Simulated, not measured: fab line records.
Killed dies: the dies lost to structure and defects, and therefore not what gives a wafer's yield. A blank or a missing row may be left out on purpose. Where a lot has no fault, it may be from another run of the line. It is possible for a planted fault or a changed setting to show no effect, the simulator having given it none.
The same fault as seen by 2 desks :: flow sfq-line :: only its own numbers are on each desk; what lay behind them is given at the end

## DESK OF THE TOOL OWNER: pvd-sputter-03
The tool's own readings at SFQ_TRILAYER_M3_DEP_SPUTTER_073 (material Nb, target thk 200 nm, time 133.3 s): means of the sampled wafers that have a number, for each lot that ran on this tool. Any lot whose mean is over 4 standard deviations away from the usual mean is out of limits and marked OUT; that distance is given in the brackets.
Columns: A = base-pressure-pa at SFQ_TRILAYER_M3_DEP_SPUTTER_073, usual 1.32e-06 Pa; B = throttle-valve-pct at SFQ_TRILAYER_M3_DEP_SPUTTER_073, usual 30.1 %
lot: L161
first seen here: day 36 19:59
A: 1.35e-06
B: 29.3

lot: L163
first seen here: day 37 11:35
A: 1.32e-06
B: 28.9

lot: L165
first seen here: day 37 19:59
A: 1.33e-06
B: 29.2

lot: L174
first seen here: day 42 18:09
A: 1.39e-06
B: 28.7

lot: L184
first seen here: day 45 13:36
A: 1.37e-06
B: 29.0
This desk's verdict: no lot among the 5 shows anything out of limits.

## FROM THE METROLOGY DESK
What the gauges read, lot by lot, whatever tool the lot ran on: means of the sampled wafers that have a number. Any lot whose mean is over 4 standard deviations away from the usual mean is out of limits and marked OUT; that distance is given in the brackets.
Columns: A = M3_NB_RS at SFQ_M3_RS_MEAS_919, usual 0.887 ohm/sq
lot: L161
first seen here: day 36 20:06
A: 0.884

lot: L162
first seen here: day 37 03:17
A: 0.895

lot: L163
first seen here: day 37 11:41
A: 0.880

lot: L165
first seen here: day 37 20:05
A: 0.886

lot: L166
first seen here: day 38 20:06
A: 0.879

lot: L172
first seen here: day 41 15:43
A: 0.874

lot: L174
first seen here: day 42 18:17
A: 0.789 (-8.9) OUT

lot: L175
first seen here: day 42 19:28
A: 0.887

lot: L178
first seen here: day 43 05:04
A: 0.890

lot: L180
first seen here: day 43 09:53
A: 0.895

lot: L181
first seen here: day 43 13:29
A: 0.894

lot: L182
first seen here: day 43 20:53
A: 0.885

lot: L184
first seen here: day 45 13:41
A: 0.899
This desk's result: L174 out of limits, first on L174 (M3_NB_RS at SFQ_M3_RS_MEAS_919), day 42 18:17. Within limits: L161, L162, L163, L165, L166, L172, L175, L178, L180, L181, L182, L184.

## TAKEN TOGETHER
At day 42 18:17 the metrology desk could have sounded an alarm, on L174.
The tool owner's desk saw nothing out of limits.
On record at the tool owner's desk: L174, within its limits.
Of the lots named, all ran SFQ_TRILAYER_M3_DEP_SPUTTER_073 on pvd-sputter-03.

## WHAT THE SIMULATOR HAD PUT IN
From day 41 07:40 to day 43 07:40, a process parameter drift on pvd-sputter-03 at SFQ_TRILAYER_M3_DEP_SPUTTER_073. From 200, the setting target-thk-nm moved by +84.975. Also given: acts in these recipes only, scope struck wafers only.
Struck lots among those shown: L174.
Delay in hours, fault start to first out-of-limits reading, per desk: metrology desk 35.
